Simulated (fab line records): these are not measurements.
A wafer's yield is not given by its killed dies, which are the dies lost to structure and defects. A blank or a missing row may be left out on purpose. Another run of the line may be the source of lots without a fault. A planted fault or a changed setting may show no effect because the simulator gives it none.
Check of tool commonality || flow sky130 || Lots sampled 13, wafers sampled 37

WHAT PROMPTED THE OPENING
Of 13 lots, 2 have the reading LDD_P_TW flagged at SKY_LDD_P_TW_MEAS_11. No-fault wafers: 639, standard deviation 5.1.
Rule: a lot is flagged in two cases, either no wafer of it has a number, or all its wafers with numbers fall more than 4 standard deviations from that mean. All remaining lots are regarded as sound.

{"lot": "L206", "measured": "day 20 02:42", "on": "film metro-03", "LDD_P_TW, wafer by wafer": "640 640 640", "flag": ""}
{"lot": "L209", "measured": "day 20 23:56", "on": "film metro-04", "LDD_P_TW, wafer by wafer": "640 643 643", "flag": ""}
{"lot": "L210", "measured": "day 21 03:25", "on": "film metro-03", "LDD_P_TW, wafer by wafer": "636 636 636", "flag": ""}
{"lot": "L211", "measured": "day 21 11:38", "on": "film metro-04", "LDD_P_TW, wafer by wafer": "645 639 642", "flag": ""}
{"lot": "L214", "measured": "day 22 22:23", "on": "film metro-03", "LDD_P_TW, wafer by wafer": "637 637", "flag": ""}
{"lot": "L217", "measured": "day 23 10:25", "on": "film metro-03", "LDD_P_TW, wafer by wafer": "635 632 635", "flag": ""}
{"lot": "L220", "measured": "day 24 19:46", "on": "film metro-03", "LDD_P_TW, wafer by wafer": "670 671 670", "flag": "FLAGGED"}
{"lot": "L221", "measured": "day 25 05:35", "on": "film metro-03", "LDD_P_TW, wafer by wafer": "671 665 661", "flag": "FLAGGED"}
{"lot": "L222", "measured": "day 25 06:39", "on": "film metro-03", "LDD_P_TW, wafer by wafer": "632 633 629", "flag": ""}
{"lot": "L223", "measured": "day 25 15:43", "on": "film metro-02", "LDD_P_TW, wafer by wafer": "637 639 639", "flag": ""}
{"lot": "L225", "measured": "day 26 17:18", "on": "film metro-04", "LDD_P_TW, wafer by wafer": "642 644 643", "flag": ""}
{"lot": "L227", "measured": "day 27 00:15", "on": "film metro-03", "LDD_P_TW, wafer by wafer": "633 637 637", "flag": ""}
{"lot": "L229", "measured": "day 27 10:02", "on": "film metro-04", "LDD_P_TW, wafer by wafer": "637 640", "flag": ""}
The mean of the flagged lots' numbers is 668, +29 from the usual (+6 standard deviations).

WHICH TOOL RAN EACH LOT
The record holds 2 process steps before the reading, out of a route of 708 steps. Cell contents, in order: the tool; ch with the chambers the sampled wafers went through; the start.
{"lot": "L206", "flag": "", "SKY_RES_PROTECT_STRIP_07": "plasma asher-03 ch 0,1, day 16 02:56", "SKY_LDD_P_IMPLANT_09": "implanter-02 ch 0, day 20 02:27"}
{"lot": "L209", "flag": "", "SKY_RES_PROTECT_STRIP_07": "plasma asher-03 ch 0,1, day 16 21:55", "SKY_LDD_P_IMPLANT_09": "implanter-03 ch 0, day 20 23:43"}
{"lot": "L210", "flag": "", "SKY_RES_PROTECT_STRIP_07": "plasma asher-03 ch 0,1, day 17 00:29", "SKY_LDD_P_IMPLANT_09": "implanter-01 ch 0, day 21 03:11"}
{"lot": "L211", "flag": "", "SKY_RES_PROTECT_STRIP_07": "plasma asher-01 ch 0,1, day 17 09:26", "SKY_LDD_P_IMPLANT_09": "implanter-02 ch 0, day 21 11:23"}
{"lot": "L214", "flag": "", "SKY_RES_PROTECT_STRIP_07": "plasma asher-04 ch 0,1, day 18 16:59", "SKY_LDD_P_IMPLANT_09": "implanter-02 ch 0, day 22 22:08"}
{"lot": "L217", "flag": "", "SKY_RES_PROTECT_STRIP_07": "plasma asher-04 ch 0,1, day 19 09:30", "SKY_LDD_P_IMPLANT_09": "implanter-03 ch 0, day 23 10:11"}
{"lot": "L220", "flag": "FLAGGED", "SKY_RES_PROTECT_STRIP_07": "plasma asher-03 ch 0,1, day 20 21:59", "SKY_LDD_P_IMPLANT_09": "implanter-01 ch 0, day 24 19:32"}
{"lot": "L221", "flag": "FLAGGED", "SKY_RES_PROTECT_STRIP_07": "plasma asher-01 ch 0,1, day 21 06:58", "SKY_LDD_P_IMPLANT_09": "implanter-01 ch 0, day 25 05:22"}
{"lot": "L222", "flag": "", "SKY_RES_PROTECT_STRIP_07": "plasma asher-03 ch 0,1, day 21 08:03", "SKY_LDD_P_IMPLANT_09": "implanter-02 ch 0, day 25 06:24"}
{"lot": "L223", "flag": "", "SKY_RES_PROTECT_STRIP_07": "plasma asher-01 ch 0,1, day 21 16:40", "SKY_LDD_P_IMPLANT_09": "implanter-02 ch 0, day 25 15:29"}
{"lot": "L225", "flag": "", "SKY_RES_PROTECT_STRIP_07": "plasma asher-01 ch 0, day 22 20:36", "SKY_LDD_P_IMPLANT_09": "implanter-02 ch 0, day 26 17:04"}
{"lot": "L227", "flag": "", "SKY_RES_PROTECT_STRIP_07": "plasma asher-04 ch 0,1, day 23 02:02", "SKY_LDD_P_IMPLANT_09": "implanter-03 ch 0, day 27 00:00"}
{"lot": "L229", "flag": "", "SKY_RES_PROTECT_STRIP_07": "plasma asher-01 ch 0,1, day 23 13:37", "SKY_LDD_P_IMPLANT_09": "implanter-02 ch 0, day 27 09:49"}
These steps, and what they do:
- SKY_RES_PROTECT_STRIP_07: strips in O2/N2.
- SKY_LDD_P_IMPLANT_09
- SKY_LDD_P_TW_MEAS_11

FLAGGED AGAINST TOTAL, ONE TOOL AT A TIME (gauges that did the reading follow at the end)
{"step": "SKY_RES_PROTECT_STRIP_07", "tool": "plasma asher-01", "lots run": 5, "flagged": 1, "share of the flagged lots": "some", "sound lots run after its first flagged lot": "3 (L223,L225,L229)"}
{"step": "SKY_RES_PROTECT_STRIP_07", "tool": "plasma asher-03", "lots run": 5, "flagged": 1, "share of the flagged lots": "some", "sound lots run after its first flagged lot": "1 (L222)"}
{"step": "SKY_RES_PROTECT_STRIP_07", "tool": "plasma asher-04", "lots run": 3, "flagged": 0, "share of the flagged lots": "none", "sound lots run after its first flagged lot": "-"}
{"step": "SKY_LDD_P_IMPLANT_09", "tool": "implanter-01", "lots run": 3, "flagged": 2, "share of the flagged lots": "all", "sound lots run after its first flagged lot": 0}
{"step": "SKY_LDD_P_IMPLANT_09", "tool": "implanter-02", "lots run": 7, "flagged": 0, "share of the flagged lots": "none", "sound lots run after its first flagged lot": "-"}
{"step": "SKY_LDD_P_IMPLANT_09", "tool": "implanter-03", "lots run": 3, "flagged": 0, "share of the flagged lots": "none", "sound lots run after its first flagged lot": "-"}
{"step": "SKY_LDD_P_TW_MEAS_11", "tool": "film metro-02", "lots run": 1, "flagged": 0, "share of the flagged lots": "none", "sound lots run after its first flagged lot": "-"}
{"step": "SKY_LDD_P_TW_MEAS_11", "tool": "film metro-03", "lots run": 8, "flagged": 2, "share of the flagged lots": "all", "sound lots run after its first flagged lot": "2 (L222,L227)"}
{"step": "SKY_LDD_P_TW_MEAS_11", "tool": "film metro-04", "lots run": 4, "flagged": 0, "share of the flagged lots": "none", "sound lots run after its first flagged lot": "-"}

WHAT THE TABLE ALLOWS
implanter-01 at SKY_LDD_P_IMPLANT_09 and film metro-03 at SKY_LDD_P_TW_MEAS_11 are the 2 rows of the table that ran each flagged lot.
- implanter-01 at SKY_LDD_P_IMPLANT_09 ran 3 lots, 2 of them flagged. It ran its last sound lot, L210, at day 21 03:11 and its first flagged lot, L220, at day 24 19:32: a fault with its onset between the two fits. Its own readings (beam energy keV) fall more than 4 standard deviations out on all wafers of the flagged lots.
- film metro-03 at SKY_LDD_P_TW_MEAS_11 ran 8 lots, 2 of them flagged. After the first flagged lot (L222, L227), sound lots still ran on it; a lasting fault on the whole tool would not permit that.
Left over: one tool, implanter-01 at SKY_LDD_P_IMPLANT_09.

WHAT THE SIMULATOR PUT IN
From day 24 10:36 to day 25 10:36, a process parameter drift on implanter-01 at SKY_LDD_P_IMPLANT_09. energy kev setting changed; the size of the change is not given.
Struck lots among those shown: L220, L221. The rule above reached the same finding.
